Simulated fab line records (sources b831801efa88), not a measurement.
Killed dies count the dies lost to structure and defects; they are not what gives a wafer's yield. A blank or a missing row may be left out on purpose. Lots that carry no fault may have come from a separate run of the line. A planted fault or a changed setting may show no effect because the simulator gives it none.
Which tool is to blame? ; flow gf180mcu ; 14 lots with 42 wafers sampled at 6 steps, on a route of 602 steps

WHAT THE GAUGES SHOWED, per wafer
GF_NWELL_TW_MEAS_11. Usual: for NWELL_TW the level is 1594 and the standard deviation is 29.
lot;measured;on;NWELL_TW;flag
L720;day 3 09:42;film metro-01;1559 1567 1570;
L721;day 3 15:11;film metro-04;1564 1551 1561;
L722;day 3 21:27;film metro-02;1624 1627 1628;
L725;day 4 12:24;film metro-04;1557 1560 1552;
L726;day 4 16:56;film metro-02;1624 1618 1620;
L727;day 4 22:16;film metro-02;1605 1616 1609;
L732;day 6 00:54;film metro-02;1612 1613 1600;
L733;day 6 05:42;film metro-01;1565 1572 1576;
L734;day 6 10:38;film metro-02;1624 1620 1614;
L735;day 6 15:44;film metro-01;1569 1563 1568;
L736;day 7 01:10;film metro-02;1602 1610 1607;
L738;day 7 21:56;film metro-02;31 31 31;OFF
L740;day 8 00:12;film metro-02;31 31 31;OFF
L743;day 8 15:11;film metro-01;1556 1564 1545;

GF_MVPSD_OVL_MEAS_07. Usual: for MVPSD_OVL the level is -0.3 nm and the standard deviation is 1.3.
lot;measured;on;MVPSD_OVL (nm);flag
L720;day 5 02:55;overlay-02;2.3 1.6 2.5;
L721;day 5 08:31;overlay-01;-0.3 -0.1 -1.3;
L722;day 5 15:37;overlay-01;-1.4 -0.2 -1.2;
L725;day 6 06:39;overlay-01;2.3 2.0 1.9;
L726;day 6 11:31;overlay-02;-2.9 -1.0 -1.2;
L727;day 6 16:38;overlay-02;-1.5 -1.0 -2.1;
L732;day 7 21:19;overlay-01;1.8 1.3 -1.2;
L733;day 8 02:43;overlay-02;-1.3 -1.6 0.6;
L734;day 8 10:30;overlay-02;-1.9 -1.0 -2.1;
L735;day 8 16:25;overlay-01;0.6 1.0 1.1;
L736;day 9 02:34;overlay-01;-0.6 -1.1 0.0;
L738;day 10 02:34;overlay-02;1.3 1.4 -0.7;
L740;day 10 05:22;overlay-02;-1.1 -0.3 -0.7;
L743;day 10 20:12;overlay-01;0.8 -0.6 -1.2;

GF_VT_IMPLANT_OVL_MEAS_18. Usual: for VT_IMPLANT_01_OVL the level is -0.5 nm and the standard deviation is 1.4.
lot;measured;on;VT_IMPLANT_01_OVL (nm);flag
L720;day 6 07:22;overlay-02;-0.2 1.1 0.0;
L721;day 6 12:54;overlay-01;-0.3 -0.5 0.6;
L722;day 6 19:40;overlay-01;-2.5 0.4 -2.5;
L725;day 7 11:30;overlay-01;0.5 -1.2 1.0;
L726;day 7 17:51;overlay-01;-3.6 -0.8 -2.6;
L727;day 8 00:37;overlay-01;-3.6 -4.3 -1.9;
L732;day 9 06:34;overlay-01;-0.1 0.5 -0.4;
L733;day 9 12:46;overlay-02;-0.4 0.0 -1.6;
L734;day 9 22:27;overlay-01;-2.0 1.0 -1.5;
L735;day 10 03:33;overlay-01;-1.5 -0.3 -0.4;
L736;day 10 14:42;overlay-02;-0.2 0.3 -0.3;
L738;day 11 15:22;overlay-01;-0.4 1.2 0.4;
L740;day 11 18:21;overlay-02;0.9 -0.5 1.5;
L743;day 12 10:51;overlay-02;1.2 0.6 1.8;

GF_VT_IMPLANT_TW_MEAS_32. Usual: for VT_IMPLANT_3_TW the level is 271 and the standard deviation is 3.8.
lot;measured;on;VT_IMPLANT_3_TW;flag
L720;day 6 22:21;film metro-02;275 276 277;
L721;day 7 03:56;film metro-02;275 276 275;
L722;day 7 10:59;film metro-03;265 264 265;
L725;day 8 03:39;film metro-04;271 273 271;
L726;day 8 10:35;film metro-02;277 278 277;
L727;day 8 17:49;film metro-02;277 277 277;
L732;day 10 00:29;film metro-03;268 266 267;
L733;day 10 07:11;film metro-02;275 276 275;
L734;day 10 17:09;film metro-03;268 267 268;
L735;day 10 21:35;film metro-04;269 269 270;
L736;day 11 09:08;film metro-04;269 272 273;
L738;day 12 11:26;film metro-03;266 268 267;
L740;day 12 14:20;film metro-02;276 277 275;
L743;day 13 06:53;film metro-04;269 269 271;

EACH LOT AND THE TOOL THAT RAN IT (in order: tool; ch and the chambers of the sampled wafers; start)
lot;GF_DNWELL_STRIP_08;GF_NWELL_STRIP_10
L720;plasma asher-03 ch 0,1, day 2 20:24;plasma asher-01 ch 0,1, day 3 09:35
L721;plasma asher-03 ch 0,1, day 3 01:24;plasma asher-04 ch 0,1, day 3 15:05
L722;plasma asher-02 ch 0,1, day 3 07:40;plasma asher-02 ch 0,1, day 3 21:20
L725;plasma asher-03 ch 0, day 3 22:54;plasma asher-02 ch 0, day 4 12:18
L726;plasma asher-01 ch 0,1, day 4 02:40;plasma asher-01 ch 0,1, day 4 16:50
L727;plasma asher-01 ch 0,1, day 4 07:50;plasma asher-04 ch 0,1, day 4 22:11
L732;plasma asher-02 ch 0,1, day 5 10:19;plasma asher-04 ch 0,1, day 6 00:47
L733;plasma asher-02 ch 1, day 5 15:04;plasma asher-04 ch 1, day 6 05:36
L734;plasma asher-01 ch 1, day 5 20:19;plasma asher-01 ch 0, day 6 10:32
L735;plasma asher-03 ch 0, day 6 01:42;plasma asher-04 ch 1, day 6 15:38
L736;plasma asher-01 ch 0, day 6 09:39;plasma asher-01 ch 0, day 7 01:03
L738;plasma asher-01 ch 0,1, day 7 05:41;plasma asher-02 ch 0,1, day 7 21:50
L740;plasma asher-02 ch 0,1, day 7 08:17;plasma asher-04 ch 0,1, day 8 00:06
L743;plasma asher-03 ch 0, day 7 21:59;plasma asher-04 ch 0, day 8 15:05
- GF_DNWELL_STRIP_08: strips in O2/N2.
- GF_NWELL_STRIP_10: strips in O2/N2.

WHAT THE TOOLS THEMSELVES READ (means of the sampled wafers that have a number; where no wafer has one, the mark that the record gives instead)
GF_DNWELL_STRIP_08. Usual: value, then standard deviation, for each; chamber pressure mTorr 1500 mTorr / 3.1; drypump motor current A 5.6 A / 0.49; heater power w 337 W / 25; n2 flow sccm 300.0 sccm / 0.86; o2 flow sccm 2999 sccm / 8.5; oes product au 0.722 a.u. / 0.0048; strip time to endpoint s 37.03 s / 0.13.
lot;tool;chamber pressure mTorr (mTorr);drypump motor current A (A);heater power w (W);n2 flow sccm (sccm);o2 flow sccm (sccm);oes product au (a.u.);strip time to endpoint s (s);flag
L720;plasma asher-03;1500;5.4;320;298.9;2993;0.727;37.12;
L721;plasma asher-03;1499;5.2;322;299.7;3015;0.722;36.97;
L722;plasma asher-02;1500;5.6;332;300.2;3003;0.721;37.17;
L725;plasma asher-03;1501;5.5;318;299.6;3006;0.723;36.89;
L726;plasma asher-01;1500;6.3;358;299.9;2998;0.716;36.92;
L727;plasma asher-01;1501;6.0;378;299.6;2994;0.723;37.07;
L732;plasma asher-02;1501;5.6;329;300.3;2996;0.718;37.00;
L733;plasma asher-02;1500;5.4;322;299.9;3002;0.719;36.97;
L734;plasma asher-01;1498;5.6;389;301.1;2999;0.723;37.11;
L735;plasma asher-03;1500;5.5;313;300.6;3002;0.720;37.00;
L736;plasma asher-01;1499;6.7;346;299.5;2985;0.724;37.05;
L738;plasma asher-01;-;-;-;-;-;-;-;OFF
L740;plasma asher-02;-;-;-;-;-;-;-;OFF
L743;plasma asher-03;1501;5.5;308;300.1;3003;0.718;36.91;

GF_NWELL_STRIP_10. Usual: value, then standard deviation, for each; chamber pressure mTorr 1500.1 mTorr / 1.4; drypump motor current A 5.9 A / 0.44; heater power w 354 W / 38; n2 flow sccm 300.1 sccm / 0.91; o2 flow sccm 2999 sccm / 9.3; oes product au 0.722 a.u. / 0.0042; strip time to endpoint s 37.04 s / 0.094.
lot;tool;chamber pressure mTorr (mTorr);drypump motor current A (A);heater power w (W);n2 flow sccm (sccm);o2 flow sccm (sccm);oes product au (a.u.);strip time to endpoint s (s);flag
L720;plasma asher-01;1500.6;6.3;356;300.5;2995;0.727;37.04;
L721;plasma asher-04;1500.1;5.8;375;300.4;2996;0.719;37.08;
L722;plasma asher-02;1499.6;5.5;333;301.8;2996;0.720;37.13;
L725;plasma asher-02;1501.3;5.6;336;300.4;2992;0.722;36.95;
L726;plasma asher-01;1500.9;6.3;357;300.4;2994;0.724;37.03;
L727;plasma asher-04;1499.6;5.8;370;300.3;2998;0.725;37.22;
L732;plasma asher-04;1499.8;5.8;371;300.7;3006;0.721;36.94;
L733;plasma asher-04;1498.8;5.6;402;300.7;2996;0.724;36.99;
L734;plasma asher-01;1501.0;6.7;340;300.4;3003;0.722;37.03;
L735;plasma asher-04;1499.0;5.6;405;301.7;2996;0.722;37.05;
L736;plasma asher-01;1500.4;6.7;342;298.9;3008;0.722;37.08;
L738;plasma asher-02;1499.6;5.5;323;300.1;3004;0.740;81.54;OFF
L740;plasma asher-04;1501.0;5.8;374;300.7;2996;0.739;81.26;OFF
L743;plasma asher-04;1499.7;6.1;309;300.6;2996;0.727;36.98;

THE ANSWER, worked out from the rows above alone
Rule: a lot counts as off when the mean over its wafers that have a number is more than 3 standard deviations away from the usual mean. A lot without any number at a reading at which 4 lots or more have one is off too. Where the step has rows for the other lots, those lots are counted as sound. First the gauges in route order, then the tools' own readings, where a lot's mean is used as printed above. At the first step where some lot is off, the reading lying furthest off is the one used; lots without a number count as furthest.
Off: at GF_NWELL_TW_MEAS_11 (NWELL_TW), L738, L740.
If a tool, at a process step before that reading, ran all the lots that are off and no sound lot after the first of them, it fits. The gauges at GF_NWELL_TW_MEAS_11 aren't tried: what is off there is off at GF_DNWELL_STRIP_08 too, on other tools, and a gauge's error can't cause that. Not one of the candidates tried fits.

WHAT THE SIMULATOR PUT IN
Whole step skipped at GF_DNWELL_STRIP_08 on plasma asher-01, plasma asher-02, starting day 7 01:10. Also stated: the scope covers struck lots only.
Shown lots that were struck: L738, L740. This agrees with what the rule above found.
